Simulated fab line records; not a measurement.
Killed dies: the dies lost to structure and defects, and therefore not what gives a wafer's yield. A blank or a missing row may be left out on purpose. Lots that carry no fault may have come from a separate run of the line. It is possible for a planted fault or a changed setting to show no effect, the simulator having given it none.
fab line records | flow sky130
record lots=12 | wafers=36 | lastDay=50
route steps=708 shown SONOS_ONO@183 RES_PROTECT@215 POLY_GATE@228 PAD_OPEN@708
lots untouched by any fault: they come from a run of this same line in which no faults occurred
startH: hours from the record's opening day to when the first of the lot's shown wafers began | waitH: hours since the lot's step before | " the same as in the row above | L1.1+2: one row covering several wafers at once | - value missing, or start not given | * or withheld: withheld | < > ~ a bound
route shown NAME@n: a module of which the file shows steps, and the number in the route of the first | usual: the fault-free wafers' mean and standard deviation | same: alike in all rows | chamber/n: place in a boat | sites: each site's reading | _std_site: the values' standard deviation | _edge_site: outer sites' mean less inner sites' | radiusMm: how far each site lies from the wafer's centre | mask NAME#n: copy n | behind: tool/chamber where the wafer was last shaped | hold: what put the lot on hold/how long, in hours/how the hold closed | device: whichever transistor did not switch (one of n, p or np) | end of line: tests run on the same wafers once the route is complete | where a step has no rows: the recipe by itself | killed: dies lost to structure and defects at the first sort, not the wafer's yield | map: the dies of a wafer, with x for killed, . for not killed, _ for no die there
set.NAME: the setting the step ran with; set.NAME@STEP: the setting that earlier step ran with | model.NAME: the simulator's own value behind a step, which no gauge read
steps of the route over a sample of lots; a table a step, a row a wafer
services: when a tool's chamber went out of use (startH, in hours from the record's first day, below 0 if earlier), for how many hours, and the reason
## steps
# step SKY_SONOS_ONO_ETCH_15
# recipe targetDepthNm=19.52 | chemistry=CHF3/O2 | sourceW=600 | biasW=200 | pressureMtorr=40 | chf3FlowSccm=50 | O2_flow_sccm=5 | timeS=7.8
# usual drypumpMotorCurrentA=5.9/0.57 | oesProductAu=0.999/0.01 | rfFwdPowerW=588/3 | throttleValvePct=8.824/0.0095
# same timeS=7.8
lot.wafer | tool       | chamber | startH | waitH | drypumpMotorCurrentA | oesProductAu | rfFwdPowerW | rfHoursCounterH | throttleValvePct
L800.1    | rieDiel-02 | 1       | 293.01 | 0.0   | 4.9                  | 0.984        | 587         | 64              | 8.841
L800.2    | "          | 2       | "      | "     | 6.1                  | 0.993        | 586         | 36              | 8.829
L800.3    | "          | 3       | "      | "     | 5.5                  | 0.993        | 586         | 2               | 8.827
L802.1    | rieDiel-02 | 1       | 310.35 | 0.0   | 4.9                  | 0.992        | 585         | 64              | 8.839
L802.4    | "          | 2       | "      | "     | 6.1                  | 1.005        | 589         | 36              | 8.837
L802.5    | "          | 3       | "      | "     | 5.5                  | 1.012        | 584         | -               | 8.829
L804.2    | rieDiel-04 | 3       | 328.11 | 0.0   | 6.1                  | 1.004        | 588         | 91              | 8.831
L804.5    | "          | 0       | "      | "     | 6.1                  | 0.984        | 595         | -               | 8.824
L804.6    | "          | 3       | "      | "     | 6.1                  | 0.996        | 587         | -               | 8.835
L805.3    | rieDiel-02 | 2       | 333.21 | 0.0   | 6.1                  | 0.994        | 586         | 37              | 8.812
L805.4    | "          | 0       | "      | "     | 5.0                  | 0.985        | 589         | 1               | 8.801
L805.6    | "          | 1       | "      | "     | 4.9                  | 0.980        | 586         | -               | 8.835
L807.1    | rieDiel-01 | 2       | 374.55 | 0.0   | 6.4                  | 0.997        | 590         | 4               | 8.825
L807.2    | "          | 0       | "      | "     | 6.7                  | 1.004        | 586         | 43              | 8.826
L807.4    | "          | 1       | "      | "     | 5.8                  | 1.004        | 588         | 12              | 8.812
L808.1    | rieDiel-01 | 3       | 377.30 | 0.0   | 5.9                  | 1.009        | 591         | 1               | 8.816
L808.4    | "          | 0       | "      | "     | 6.6                  | 1.008        | 586         | 43              | 8.828
L808.6    | "          | 0       | "      | "     | 6.7                  | 1.003        | 585         | -               | 8.830
L809.1    | rieDiel-02 | 0       | 383.58 | 0.0   | 5.0                  | 1.003        | 586         | 1               | 8.827
L809.2    | "          | 1       | "      | "     | 4.9                  | 1.004        | 586         | 65              | 8.808
L809.3    | "          | 2       | "      | "     | 6.2                  | 1.011        | 590         | 38              | 8.829
L812.4    | rieDiel-04 | 2       | 394.73 | 0.0   | 6.1                  | 1.001        | 589         | 59              | 8.817
L812.5    | "          | 0       | "      | "     | 6.1                  | 0.984        | 593         | -               | 8.825
L812.6    | "          | 1       | "      | "     | 6.7                  | 1.007        | 586         | -               | 8.808
L813.3    | rieDiel-04 | 2       | 408.13 | 0.0   | 6.1                  | 1.001        | 590         | 59              | 8.818
L813.5    | "          | 1       | "      | "     | 6.7                  | 1.000        | 584         | -               | 8.830
L813.6    | "          | 0       | "      | "     | 6.1                  | 0.986        | 593         | -               | 8.834
L820.1    | rieDiel-01 | 2       | 464.68 | 0.0   | 6.4                  | 0.989        | 592         | 6               | 8.813
L820.2    | "          | 3       | "      | "     | 5.9                  | 0.984        | 585         | 3               | 8.813
L820.5    | "          | 2       | "      | "     | 6.4                  | 0.989        | 590         | -               | 8.816
L821.2    | rieDiel-02 | 0       | 469.15 | 0.0   | 5.0                  | 0.985        | 582         | 3               | 8.820
L821.3    | "          | 1       | "      | "     | 4.9                  | 0.990        | 584         | 67              | 8.810
L821.5    | "          | 3       | "      | "     | 5.5                  | 0.996        | 589         | -               | 8.835
L822.1    | rieDiel-01 | 0       | 477.56 | 0.0   | 6.7                  | 0.998        | 588         | 44              | 8.825
L822.4    | "          | 2       | "      | "     | 6.4                  | 0.999        | 591         | 6               | 8.818
L822.5    | "          | 2       | "      | "     | 6.4                  | 1.006        | 587         | -               | 8.824
# step SKY_RES_PROTECT_TW_MEAS_08
# usual POLY_GATE_TW=4051/22
lot.wafer | tool         | chamber | startH | waitH | POLY_GATE_TW
L800.1    | filmMetro-03 | -       | 352.95 | 0.1   | 4021
L800.2    | "            | -       | "      | "     | 4014
L800.3    | "            | -       | "      | "     | 4024
L802.1    | filmMetro-04 | -       | 370.35 | 0.1   | 4062
L802.4    | "            | -       | "      | "     | 4052
L802.5    | "            | -       | "      | "     | 4062
L804.2    | filmMetro-03 | -       | 392.08 | 0.1   | 4095
L804.5    | "            | -       | "      | "     | 4080
L804.6    | "            | -       | "      | "     | 4056
L805.3    | filmMetro-02 | -       | 398.19 | 0.1   | 4024
L805.4    | "            | -       | "      | "     | 4026
L805.6    | "            | -       | "      | "     | 4046
L807.1    | filmMetro-02 | -       | 441.52 | 0.1   | 4064
L807.2    | "            | -       | "      | "     | 4070
L807.4    | "            | -       | "      | "     | 4074
L808.1    | filmMetro-02 | -       | 444.94 | 0.1   | 4076
L808.4    | "            | -       | "      | "     | 4053
L808.6    | "            | -       | "      | "     | 4072
L809.1    | filmMetro-02 | -       | 450.50 | 0.1   | 4051
L809.2    | "            | -       | "      | "     | 4086
L809.3    | "            | -       | "      | "     | 4070
L812.4    | filmMetro-02 | -       | 461.85 | 0.1   | 4034
L812.5    | "            | -       | "      | "     | 4038
L812.6    | "            | -       | "      | "     | 4036
L813.3    | filmMetro-03 | -       | 475.22 | 0.1   | 4028
L813.5    | "            | -       | "      | "     | 4012
L813.6    | "            | -       | "      | "     | 4009
L820.1    | filmMetro-02 | -       | 532.80 | 0.1   | 4073
L820.2    | "            | -       | "      | "     | 4058
L820.5    | "            | -       | "      | "     | 4080
L821.2    | filmMetro-04 | -       | 537.66 | 0.1   | 4048
L821.3    | "            | -       | "      | "     | 4065
L821.5    | "            | -       | "      | "     | 4042
L822.1    | filmMetro-02 | -       | 546.87 | 0.1   | 4043
L822.4    | "            | -       | "      | "     | 4066
L822.5    | "            | -       | "      | "     | 4049
# step SKY_POLY_GATE_OVL_MEAS_14
# usual POLY_GATE_OVL=-3/5.5
lot.wafer | tool       | chamber | startH | waitH | POLY_GATE_OVL[nm]
L800.1    | overlay-02 | -       | 385.10 | 0.1   | -5
L800.2    | "          | -       | "      | "     | -4
L800.3    | "          | -       | "      | "     | -8
L802.1    | overlay-02 | -       | 401.72 | 0.1   | -1
L802.4    | "          | -       | "      | "     | -1
L802.5    | "          | -       | "      | "     | 5
L804.2    | overlay-02 | -       | 423.95 | 0.1   | 6
L804.5    | "          | -       | "      | "     | 1
L804.6    | "          | -       | "      | "     | -5
L805.3    | overlay-01 | -       | 431.86 | 0.1   | 0
L805.4    | "          | -       | "      | "     | -2
L805.6    | "          | -       | "      | "     | 0
L807.1    | overlay-01 | -       | 473.95 | 0.1   | -11
L807.2    | "          | -       | "      | "     | -4
L807.4    | "          | -       | "      | "     | -9
L808.1    | overlay-02 | -       | 477.87 | 0.1   | -8
L808.4    | "          | -       | "      | "     | -4
L808.6    | "          | -       | "      | "     | -2
L809.1    | overlay-01 | -       | 483.04 | 0.1   | 4
L809.2    | "          | -       | "      | "     | 3
L809.3    | "          | -       | "      | "     | 3
L812.4    | overlay-01 | -       | 497.02 | 0.1   | -2
L812.5    | "          | -       | "      | "     | 2
L812.6    | "          | -       | "      | "     | -7
L813.3    | overlay-01 | -       | 508.80 | 0.1   | -8
L813.5    | "          | -       | "      | "     | 5
L813.6    | "          | -       | "      | "     | -4
L820.1    | overlay-01 | -       | 565.25 | 0.1   | -8
L820.2    | "          | -       | "      | "     | -8
L820.5    | "          | -       | "      | "     | -9
L821.2    | overlay-01 | -       | 569.22 | 0.1   | -6
L821.3    | "          | -       | "      | "     | -4
L821.5    | "          | -       | "      | "     | -4
L822.1    | overlay-01 | -       | 579.15 | 0.1   | -10
L822.4    | "          | -       | "      | "     | -6
L822.5    | "          | -       | "      | "     | -10
# step SKY_POLY_GATE_OXIDATION_20
# recipe tempC=850 | ambient=O2 | stabiliseS=600 | purgeS=300 | targetThkA=40 | oxTimeS=899
# usual zonePowerLowerPct=16.1/2.7
lot.wafer | tool       | chamber | startH | waitH | zonePowerLowerPct
L800.1    | furnace-02 | 0       | 388.56 | 3.0   | 14.3
L800.2    | "          | 0       | "      | "     | 14.1
L800.3    | "          | 0       | "      | "     | 14.3
L802.1    | furnace-01 | 0       | 402.14 | 0.0   | 19.7
L802.4    | "          | 0       | "      | "     | 20.3
L802.5    | "          | 0       | "      | "     | 20.1
L804.2    | furnace-02 | 0       | 425.14 | 0.8   | 13.8
L804.5    | "          | 0       | "      | "     | 14.0
L804.6    | "          | 0       | "      | "     | 13.9
L805.3    | furnace-01 | 0       | 434.18 | 1.9   | 19.7
L805.4    | "          | 0       | "      | "     | 20.0
L805.6    | "          | 0       | "      | "     | 19.9
L807.1    | furnace-02 | 0       | 475.12 | 0.7   | 14.1
L807.2    | "          | 0       | "      | "     | 14.2
L807.4    | "          | 0       | "      | "     | 14.1
L808.1    | furnace-01 | 0       | 478.29 | 0.0   | 19.4
L808.4    | "          | 0       | "      | "     | 19.9
L808.6    | "          | 0       | "      | "     | 19.8
L808.1    | furnace-01 | 0       | 479.71 | 0.2   | 19.3
L808.4    | "          | 0       | "      | "     | 19.6
L808.6    | "          | 0       | "      | "     | 20.1
L809.1    | furnace-02 | 0       | 483.48 | 0.0   | 14.3
L809.2    | "          | 0       | "      | "     | 14.1
L809.3    | "          | 0       | "      | "     | 14.1
L809.1    | furnace-02 | 0       | 484.90 | 0.2   | 14.2
L809.2    | "          | 0       | "      | "     | 14.0
L809.3    | "          | 0       | "      | "     | 13.9
L812.4    | furnace-02 | 0       | 497.43 | 0.0   | 14.3
L812.5    | "          | 0       | "      | "     | 14.2
L812.6    | "          | 0       | "      | "     | 14.4
L812.4    | furnace-02 | 0       | 498.85 | 0.2   | 14.0
L812.5    | "          | 0       | "      | "     | 14.3
L812.6    | "          | 0       | "      | "     | 14.2
L813.3    | furnace-02 | 0       | 509.21 | 0.0   | 14.2
L813.5    | "          | 0       | "      | "     | 14.1
L813.6    | "          | 0       | "      | "     | 14.3
L820.1    | furnace-01 | 0       | 565.67 | 0.0   | 20.0
L820.2    | "          | 0       | "      | "     | 20.0
L820.5    | "          | 0       | "      | "     | 20.1
L821.2    | furnace-02 | 0       | 570.17 | 0.5   | 14.2
L821.3    | "          | 0       | "      | "     | 14.3
L821.5    | "          | 0       | "      | "     | 14.1
L822.1    | furnace-01 | 0       | 579.57 | 0.0   | 19.7
L822.4    | "          | 0       | "      | "     | 19.9
L822.5    | "          | 0       | "      | "     | 19.8
# step SKY_POLY_GATE_THK_MEAS_21
# recipe reads=SiO2_of_POLY_GATE_OXIDATION_20
# usual POLY_GATE_OXIDATION_THK=3.99/0.081
lot.wafer | tool         | chamber | startH | waitH | POLY_GATE_OXIDATION_THK[nm]
L800.1    | filmMetro-04 | -       | 389.81 | 0.0   | 3.98
L800.2    | "            | -       | "      | "     | 3.95
L800.3    | "            | -       | "      | "     | 3.93
L802.1    | filmMetro-02 | -       | 403.39 | 0.0   | 3.92
L802.4    | "            | -       | "      | "     | 3.90
L802.5    | "            | -       | "      | "     | 3.81
L804.2    | filmMetro-01 | -       | 426.40 | 0.0   | 3.97
L804.5    | "            | -       | "      | "     | 4.00
L804.6    | "            | -       | "      | "     | 4.03
L805.3    | filmMetro-02 | -       | 435.45 | 0.0   | 3.89
L805.4    | "            | -       | "      | "     | 3.92
L805.6    | "            | -       | "      | "     | 3.84
L807.1    | filmMetro-01 | -       | 476.36 | 0.0   | 4.00
L807.2    | "            | -       | "      | "     | 3.92
L807.4    | "            | -       | "      | "     | 3.96
L808.1    | filmMetro-01 | -       | 480.97 | 0.0   | 6.45
L808.4    | "            | -       | "      | "     | 6.59
L808.6    | "            | -       | "      | "     | 6.54
L809.1    | filmMetro-04 | -       | 486.15 | 0.0   | 6.60
L809.2    | "            | -       | "      | "     | 6.48
L809.3    | "            | -       | "      | "     | 6.64
L812.4    | filmMetro-02 | -       | 500.13 | 0.0   | 6.59
L812.5    | "            | -       | "      | "     | 6.55
L812.6    | "            | -       | "      | "     | 6.58
L813.3    | filmMetro-01 | -       | 510.48 | 0.0   | 4.12
L813.5    | "            | -       | "      | "     | 4.09
L813.6    | "            | -       | "      | "     | 4.09
L820.1    | filmMetro-01 | -       | 566.92 | 0.0   | 3.86
L820.2    | "            | -       | "      | "     | 3.99
L820.5    | "            | -       | "      | "     | 3.79
L821.2    | filmMetro-01 | -       | 571.43 | 0.0   | 4.02
L821.3    | "            | -       | "      | "     | 4.05
L821.5    | "            | -       | "      | "     | 4.02
L822.1    | filmMetro-02 | -       | 580.82 | 0.0   | 3.92
L822.4    | "            | -       | "      | "     | 3.91
L822.5    | "            | -       | "      | "     | 3.79
# step SKY_PAD_OPEN_PROBE_99
# usual killed_at_M0_to_M3=43/7.3 | killed_at_M4_up=3.2/1.9 | killedAtContacts=25/5.4 | killedAtFrontEnd=16/4.4 | killedAtOther=0.4/0.66 | killedDies=87/11 | killedOpen=48/7.9 | killedShort=39/6.5
# same grossDies=492 | killedAtBackSide=0
lot.wafer | tool      | chamber | startH  | waitH | killed_at_M0_to_M3 | killed_at_M4_up | killedAtContacts | killedAtFrontEnd | killedAtOther | killedDies | killedOpen | killedShort
L800.1    | prober-01 | -       | 1096.60 | 0.1   | 41                 | 1               | 25               | 23               | 0             | 90         | 50         | 40
L800.2    | prober-01 | -       | 1096.65 | 0.1   | 55                 | 6               | 20               | 13               | 0             | 94         | 46         | 48
L800.3    | prober-01 | -       | 1096.70 | 0.2   | 39                 | 4               | 21               | 18               | 0             | 82         | 47         | 35
L804.2    | prober-02 | -       | 1118.92 | 0.1   | 33                 | 5               | 25               | 12               | 0             | 75         | 46         | 29
L804.5    | prober-02 | -       | 1119.07 | 0.2   | 41                 | 2               | 39               | 19               | 0             | 101        | 59         | 42
L804.6    | prober-02 | -       | 1119.12 | 0.2   | 41                 | 3               | 35               | 16               | 1             | 96         | 58         | 38
L807.1    | prober-02 | -       | 1155.27 | 0.1   | 47                 | 4               | 18               | 18               | 0             | 87         | 53         | 31
L807.2    | prober-02 | -       | 1155.32 | 0.1   | 58                 | 4               | 16               | 22               | 1             | 101        | 63         | 38
L807.4    | prober-02 | -       | 1155.42 | 0.2   | 43                 | 4               | 11               | 17               | 0             | 75         | 33         | 40
L808.1    | prober-01 | -       | 1156.22 | 0.1   | 44                 | 5               | 29               | 17               | 0             | 95         | 59         | 36
L808.4    | prober-01 | -       | 1156.37 | 0.2   | 50                 | 2               | 16               | 16               | 1             | 85         | 49         | 36
L808.6    | prober-01 | -       | 1156.47 | 0.2   | 43                 | 3               | 19               | 28               | 1             | 94         | 44         | 50
L809.1    | prober-02 | -       | 1159.77 | 0.1   | 48                 | 4               | 24               | 16               | 2             | 94         | 56         | 37
L809.2    | prober-02 | -       | 1159.82 | 0.1   | 47                 | 0               | 29               | 17               | 1             | 94         | 45         | 49
L809.3    | prober-02 | -       | 1159.87 | 0.2   | 43                 | 4               | 27               | 26               | 0             | 100        | 58         | 42
L812.5    | prober-01 | -       | 1166.82 | 0.2   | 37                 | 3               | 24               | 9                | 0             | 73         | 37         | 36
L820.1    | prober-01 | -       | 1204.95 | 0.1   | 39                 | 5               | 19               | 22               | 0             | 85         | 43         | 41
L820.2    | prober-01 | -       | 1205.00 | 0.1   | 36                 | 6               | 21               | 17               | 0             | 80         | 41         | 38
L820.5    | prober-01 | -       | 1205.15 | 0.2   | 55                 | 7               | 25               | 16               | 1             | 104        | 57         | 45
L822.1    | prober-01 | -       | 1209.79 | 0.1   | 50                 | 2               | 20               | 15               | 2             | 89         | 46         | 43
L822.4    | prober-01 | -       | 1209.94 | 0.2   | 42                 | 1               | 17               | 11               | 1             | 72         | 39         | 33
L822.5    | prober-01 | -       | 1209.99 | 0.2   | 57                 | 1               | 29               | 13               | 0             | 100        | 48         | 52
# killed by level:class
L800.1 VIA1:geometricParticle:open=13 CONTACT:geometricParticle:open=9 LI_CONTACT:geometricParticle:open=8 VIA1:geometricParticle:short=7 FIELD_ISO:geometricParticle:short=6 POLY_GATE:geometricParticle:open=6 POLY_GATE:geometricParticle:short=6 VIA2:geometricParticle:open=6
L800.2 VIA1:geometricParticle:open=15 VIA3:geometricParticle:open=8 VIA3:geometricParticle:short=7 LI_CONTACT:geometricParticle:open=6 CONTACT:geometricParticle:open=6 METAL2:geometricParticle:short=6 METAL1:geometricParticle:short=5 METAL4:geometricParticle:short=5
L800.3 VIA1:geometricParticle:open=11 POLY_GATE:geometricParticle:open=7 LOCAL_INTERCONNECT:geometricParticle:short=7 CONTACT:geometricParticle:open=7 VIA3:geometricParticle:open=6 VIA1:geometricParticle:short=6 POLY_GATE:geometricParticle:short=4 LI_CONTACT:geometricParticle:open=4
L804.2 CONTACT:geometricParticle:open=12 VIA1:geometricParticle:open=7 VIA3:geometricParticle:open=6 LI_CONTACT:geometricParticle:short=5 METAL1:geometricParticle:short=5 VIA1:geometricParticle:short=5 FIELD_ISO:geometricParticle:short=4 LI_CONTACT:geometricParticle:open=4
L804.5 LI_CONTACT:geometricParticle:open=13 CONTACT:geometricParticle:open=9 VIA1:geometricParticle:open=9 FIELD_ISO:geometricParticle:open=8 VIA2:geometricParticle:open=8 CONTACT:geometricParticle:short=7 LOCAL_INTERCONNECT:geometricParticle:short=5 VIA1:geometricParticle:short=5
L804.6 LI_CONTACT:geometricParticle:open=15 VIA1:geometricParticle:open=9 VIA3:geometricParticle:open=8 CONTACT:geometricParticle:short=7 CONTACT:geometricParticle:open=7 METAL1:geometricParticle:short=6 FIELD_ISO:geometricParticle:open=5 POLY_GATE:geometricParticle:open=4
L807.1 VIA1:geometricParticle:open=12 VIA2:geometricParticle:open=9 CONTACT:geometricParticle:open=8 VIA3:geometricParticle:open=8 FIELD_ISO:geometricParticle:open=7 FIELD_ISO:geometricParticle:short=5 VIA1:geometricParticle:short=4 LI_CONTACT:geometricParticle:open=4
L807.2 VIA1:geometricParticle:open=17 VIA3:geometricParticle:open=9 POLY_GATE:geometricParticle:open=8 LI_CONTACT:geometricParticle:open=8 VIA1:geometricParticle:short=8 VIA2:geometricParticle:open=7 POLY_GATE:geometricParticle:short=6 FIELD_ISO:geometricParticle:short=4
L807.4 FIELD_ISO:geometricParticle:open=7 METAL1:geometricParticle:short=7 FIELD_ISO:geometricParticle:short=6 VIA1:geometricParticle:open=5 VIA2:geometricParticle:open=5 VIA3:geometricParticle:open=5 METAL4:geometricParticle:short=4 CONTACT:geometricParticle:short=4
L808.1 VIA1:geometricParticle:open=13 CONTACT:geometricParticle:open=12 LI_CONTACT:geometricParticle:open=11 FIELD_ISO:geometricParticle:open=5 VIA3:geometricParticle:short=5 METAL4:geometricParticle:short=5 FIELD_ISO:geometricParticle:short=4 METAL2:geometricParticle:short=4
L808.4 VIA1:geometricParticle:open=13 VIA2:geometricParticle:open=7 FIELD_ISO:geometricParticle:open=6 METAL2:geometricParticle:short=6 VIA3:geometricParticle:open=6 FIELD_ISO:geometricParticle:short=5 CONTACT:geometricParticle:open=4 METAL1:geometricParticle:short=4
L808.6 FIELD_ISO:geometricParticle:open=8 VIA1:geometricParticle:short=7 FIELD_ISO:geometricParticle:short=6 LI_CONTACT:geometricParticle:open=6 METAL2:geometricParticle:short=6 CONTACT:geometricParticle:open=5 VIA3:geometricParticle:short=5 METAL1:geometricParticle:short=5
L809.1 VIA3:geometricParticle:open=10 VIA1:geometricParticle:open=9 LI_CONTACT:geometricParticle:open=8 CONTACT:geometricParticle:open=8 VIA2:geometricParticle:open=8 FIELD_ISO:geometricParticle:open=7 FIELD_ISO:geometricParticle:short=5 LOCAL_INTERCONNECT:geometricParticle:short=5
L809.2 FIELD_ISO:geometricParticle:short=10 CONTACT:geometricParticle:open=10 VIA1:geometricParticle:open=9 CONTACT:geometricParticle:short=8 VIA3:geometricParticle:open=8 LI_CONTACT:geometricParticle:open=6 METAL1:geometricParticle:short=6 VIA2:geometricParticle:open=5
L809.3 VIA1:geometricParticle:open=11 CONTACT:geometricParticle:open=10 FIELD_ISO:geometricParticle:open=9 VIA3:geometricParticle:open=8 FIELD_ISO:geometricParticle:short=7 LI_CONTACT:geometricParticle:open=7 CONTACT:geometricParticle:short=6 VIA1:geometricParticle:short=6
L812.5 VIA1:geometricParticle:open=12 CONTACT:geometricParticle:open=8 LOCAL_INTERCONNECT:geometricParticle:short=6 METAL1:geometricParticle:short=6 LI_CONTACT:geometricParticle:open=5 VIA3:geometricParticle:open=4 METAL3:geometricParticle:short=4 LI_CONTACT:geometricParticle:short=3
L820.1 VIA3:geometricParticle:open=9 VIA2:geometricParticle:open=7 METAL1:geometricParticle:short=6 CONTACT:geometricParticle:open=6 FIELD_ISO:geometricParticle:open=5 FIELD_ISO:geometricParticle:short=4 POLY_GATE:geometricParticle:open=4 SPACER:geometricParticle:short=4
L820.2 VIA1:geometricParticle:open=10 LI_CONTACT:geometricParticle:open=8 CONTACT:geometricParticle:short=5 METAL2:geometricParticle:short=5 FIELD_ISO:geometricParticle:open=4 CONTACT:geometricParticle:open=4 METAL1:geometricParticle:short=4 VIA1:geometricParticle:short=4
L820.5 VIA1:geometricParticle:open=13 LI_CONTACT:geometricParticle:open=12 METAL2:geometricParticle:short=8 VIA3:geometricParticle:open=7 CONTACT:geometricParticle:open=7 METAL1:geometricParticle:short=6 VIA2:geometricParticle:short=4 VIA2:geometricParticle:open=4
L822.1 VIA1:geometricParticle:open=13 VIA2:geometricParticle:open=7 METAL2:geometricParticle:short=7 METAL1:geometricParticle:short=6 CONTACT:geometricParticle:open=6 VIA1:geometricParticle:short=6 CONTACT:geometricParticle:short=4 POLY_GATE:geometricParticle:open=4
L822.4 VIA1:geometricParticle:open=12 VIA3:geometricParticle:open=7 LI_CONTACT:geometricParticle:open=6 POLY_GATE:geometricParticle:short=4 LOCAL_INTERCONNECT:geometricParticle:short=4 METAL1:geometricParticle:short=4 VIA1:geometricParticle:short=4 VIA3:geometricParticle:short=4
L822.5 LI_CONTACT:geometricParticle:open=9 CONTACT:geometricParticle:open=8 VIA1:geometricParticle:short=8 VIA2:geometricParticle:open=8 VIA1:geometricParticle:open=7 VIA2:geometricParticle:short=7 FIELD_ISO:geometricParticle:open=6 METAL1:geometricParticle:short=6
## services
tool       | chamber | startH | hours | kind
furnace-02 | -       | 313.25 | 4.0   | pm
rieDiel-02 | 2       | 316.20 | 4.8   | repair
furnace-01 | -       | 355.33 | 3.4   | pm
rieDiel-01 | 1       | 364.53 | 2.9   | repair
furnace-02 | -       | 364.59 | 3.5   | pm
rieDiel-01 | 2       | 367.11 | 3.1   | repair
rieDiel-04 | -       | 370.39 | 15.6  | pm
rieDiel-01 | 0       | 384.04 | 15.7  | repair
rieDiel-04 | 0       | 412.44 | 1.7   | repair
rieDiel-04 | 2       | 425.70 | 6.7   | repair
rieDiel-02 | 1       | 431.34 | 5.3   | repair
rieDiel-04 | 1       | 432.30 | 7.7   | repair
rieDiel-04 | -       | 436.99 | 0.6   | repair
furnace-02 | -       | 464.25 | 4.3   | repair
rieDiel-02 | 0       | 479.38 | 16.2  | repair
rieDiel-04 | -       | 483.25 | 0.2   | repair
rieDiel-01 | 1       | 487.52 | 21.8  | repair
rieDiel-01 | 3       | 504.88 | 4.7   | repair
rieDiel-02 | 1       | 505.49 | 7.3   | repair
rieDiel-04 | 0       | 507.63 | 1.4   | repair
furnace-01 | -       | 523.11 | 2.7   | pm
furnace-02 | -       | 531.58 | 3.7   | pm
furnace-01 | -       | 538.03 | 3.6   | pm
rieDiel-02 | 1       | 559.22 | 23.1  | repair
## key
firstSign step=SKY_POLY_GATE_OXIDATION_20 | reading=visit | direction=added
effect step=SKY_POLY_GATE_THK_MEAS_21 | reading=POLY_GATE_OXIDATION_THK | direction=up | sigmas=32 | usual=3.99 | struck=6.56
metAt SKY_POLY_GATE_OXIDATION_20
struckLots L808,L809,L812
testerLeftOut L808,L809,L812
notActingAt SKY_SONOS_ONO_ETCH_15,SKY_RES_PROTECT_TW_MEAS_08,SKY_POLY_GATE_OVL_MEAS_14
fault kind=repeatedStepWhole | tool=furnace-01,furnace-02 | chamber=- | onsetH=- | steps=SKY_POLY_GATE_OXIDATION_20 | times=1 | scope=struckLotsOnly
# testerLeftOut: of these lots the tester's yield and bins aren't shown, on N5 and GAA mostly nor the transistor test; their killed dies are dies lost to structure and defects alone, not to doping, threshold or leakage, so they don't give the yield
